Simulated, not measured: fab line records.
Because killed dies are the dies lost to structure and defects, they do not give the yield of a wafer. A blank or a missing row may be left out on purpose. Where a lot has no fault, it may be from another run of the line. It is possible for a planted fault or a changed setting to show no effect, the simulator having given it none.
Matching of chambers | flow gf180mcu | pecvd-01 running GF_V4_CVD_02: 3 sister chambers
The step deposits SiO2 from TEOS, target thk 850 nm, time 94.851 s. 6 wafers are shown with their chamber, then 9 later ones without.

## WAFERS, EACH WITH ITS CHAMBER
wafer  | chamber | heater-power-w (W)
L087.5 | 2       | 715
L088.3 | 2       | 657
L088.6 | 1       | 575
L089.1 | 0       | 659
L089.4 | 1       | 604
L089.6 | 0       | 523

## WAFERS WHOSE CHAMBER IS MISSING
wafer  | heater-power-w (W)
L091.3 | 615
L091.4 | 538
L091.5 | 609
L093.1 | 698
L093.2 | 599
L093.3 | 533
L096.1 | 636
L096.3 | 523
L096.5 | 682

## WHICH CHAMBER EACH WENT THROUGH
wafer  | from the rows above          | in truth
L091.3 | can't be placed: 0 or 1 or 2 | 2
L091.4 | can't be placed: 1 or 0 or 2 | 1
L091.5 | can't be placed: 0 or 1 or 2 | 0
L093.1 | can't be placed: 2 or 0 or 1 | 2
L093.2 | can't be placed: 0 or 1 or 2 | 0
L093.3 | can't be placed: 1 or 0 or 2 | 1
L096.1 | can't be placed: 0 or 1 or 2 | 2
L096.3 | can't be placed: 1 or 0 or 2 | 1
L096.5 | can't be placed: 2 or 0 or 1 | 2
Placed correctly: 0 of 9. Cannot be placed on the basis of these rows: 9; the candidates contain the true chamber in 9. 0 placed wrongly.
How it was worked out, from the rows above alone: a wafer's distance from a chamber is the root of the sum, over the readings, of the square of ((its reading less the chamber's mean) divided by the reading's scatter). If the next closest chamber is less than 2 further off than the closest, the wafer can't be placed; otherwise it belongs to the closest. For every chamber, the mean is computed from those of its wafers that are shown. The scatter is the square root of a quotient: the sum, over the shown wafers, of each reading's squared deviation from its chamber's mean, divided by wafers minus chambers.
